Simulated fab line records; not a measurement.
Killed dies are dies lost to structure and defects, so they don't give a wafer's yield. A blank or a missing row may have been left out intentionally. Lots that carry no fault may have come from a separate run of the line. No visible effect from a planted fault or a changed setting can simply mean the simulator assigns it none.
Matching of chambers	flow sky130	cmp-02 running SKY_LI_CONTACT_CMP_02: 4 sister chambers
The step polishes PSG. 4 wafers are shown with their chamber, then 11 later ones without.

## EACH WAFER AND ITS CHAMBER
wafer	chamber	motorCurrentA (A)
L726.3	2	10.1
L728.3	1	11.7
L729.6	3	11.2
L731.2	0	11.7

## WAFERS WHOSE CHAMBER IS MISSING
wafer	motorCurrentA (A)
L731.4	10.2
L731.5	10.3
L732.1	11.6
L732.2	10.1
L732.4	11.3
L733.1	11.3
L733.2	11.3
L733.3	10.2
L734.2	11.3
L734.3	10.8
L734.4	10.2

## CHAMBER TAKEN BY EACH
wafer	from the rows above	in truth
L731.4	2	2
L731.5	2	2
L732.1	can't be placed: 0 or 1 or 3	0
L732.2	2	2
L732.4	can't be placed: 3 or 0 or 1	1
L733.1	can't be placed: 3 or 0 or 1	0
L733.2	can't be placed: 3 or 0 or 1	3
L733.3	2	2
L734.2	can't be placed: 3 or 0 or 1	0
L734.3	can't be placed: 3 or 2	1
L734.4	2	2
Placed correctly: 5 of 11. Unplaceable from these rows: 6, with the true chamber sitting among the candidates in 5. Placed wrongly: 0.
How it was worked out, from the rows above alone: a wafer's distance from a chamber is the root of the sum, over the readings, of the square of ((its reading less the chamber's mean) divided by the reading's scatter). The wafer belongs to the nearest chamber; if the next one is less than 2 further off, it can't be placed. For every chamber, the mean is computed from those of its wafers that are shown. The scatter: with one shown wafer a chamber, the root of the mean of the squares of how far each hidden wafer lies from its nearest shown one.
